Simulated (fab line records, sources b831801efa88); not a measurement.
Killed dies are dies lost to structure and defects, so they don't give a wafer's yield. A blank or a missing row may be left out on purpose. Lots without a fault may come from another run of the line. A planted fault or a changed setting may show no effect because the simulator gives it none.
Chamber matching | flow gf180mcu | GF_V2_CMP_04 on cmp-01: 4 sister chambers
The step polishes SiO2. 14 wafers are shown with their chamber, then 7 later ones without.

WAFERS WITH THEIR CHAMBER
wafer  | chamber | motor_current_A (A) | time_to_endpoint_s (s) | platen_rpm (rpm)
L996.2 | 0       | 11.0                | 73                     | 60.00
L996.5 | 3       | 12.3                | 78                     | 59.99
L996.6 | 0       | 11.2                | 74                     | 60.02
L997.3 | 2       | 13.0                | 74                     | 60.05
L997.4 | 0       | 11.6                | 82                     | 59.99
L997.6 | 3       | 12.6                | 85                     | 59.99
L999.4 | 1       | 13.4                | 83                     | 60.05
L999.5 | 2       | 12.7                | 84                     | 60.00
L999.6 | 1       | 14.5                | 79                     | 59.98
L101.1 | 0       | 11.7                | 72                     | 59.92
L101.2 | 2       | 12.8                | 74                     | 59.96
L101.6 | 3       | 12.3                | 85                     | 60.08
L104.1 | 0       | 11.6                | 78                     | 59.97
L104.2 | 1       | 13.9                | 74                     | 60.05

SIGNATURES (means of the wafers above)
reading            | chamber 0 | chamber 1 | chamber 2 | chamber 3 | scatter within a chamber
motor_current_A    | 11.420    | 13.933    | 12.833    | 12.400    | 0.329
time_to_endpoint_s | 75.80     | 78.67     | 77.33     | 82.67     | 4.57
platen_rpm         | 59.9800   | 60.0267   | 60.0033   | 60.0200   | 0.0431
Rule: a wafer's distance from a chamber is the root of the sum, over the readings, of the square of ((its reading less the chamber's mean) divided by the reading's scatter). The wafer belongs to the nearest chamber; if the next one is less than 2 further off, it can't be placed. The scatter: the root of (the sum of the squares of (reading less its chamber's mean) over the shown wafers, divided by (wafers less chambers)).

WAFERS WITHOUT THEIR CHAMBER
wafer  | motor_current_A (A) | time_to_endpoint_s (s) | platen_rpm (rpm)
L104.5 | 11.5                | 80                     | 60.05
L113.1 | 11.1                | 78                     | 60.02
L113.4 | 13.1                | 81                     | 60.09
L113.6 | 11.5                | 77                     | 60.12
L115.1 | 13.8                | 78                     | 60.03
L115.2 | 13.0                | 75                     | 60.01
L115.5 | 12.6                | 76                     | 60.01

WHICH CHAMBER EACH WENT THROUGH
wafer  | from the rows above          | in truth
L104.5 | can't be placed: 0 or 3      | 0
L113.1 | 0                            | 0
L113.4 | can't be placed: 2 or 3 or 1 | 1
L113.6 | can't be placed: 0 or 3 or 2 | 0
L115.1 | 1                            | 1
L115.2 | can't be placed: 2 or 3      | 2
L115.5 | can't be placed: 2 or 3      | 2
Placed correctly: 2 of 7. Can't be placed from these rows: 5 (the true chamber is among the candidates in 5). Placed wrongly: 0.
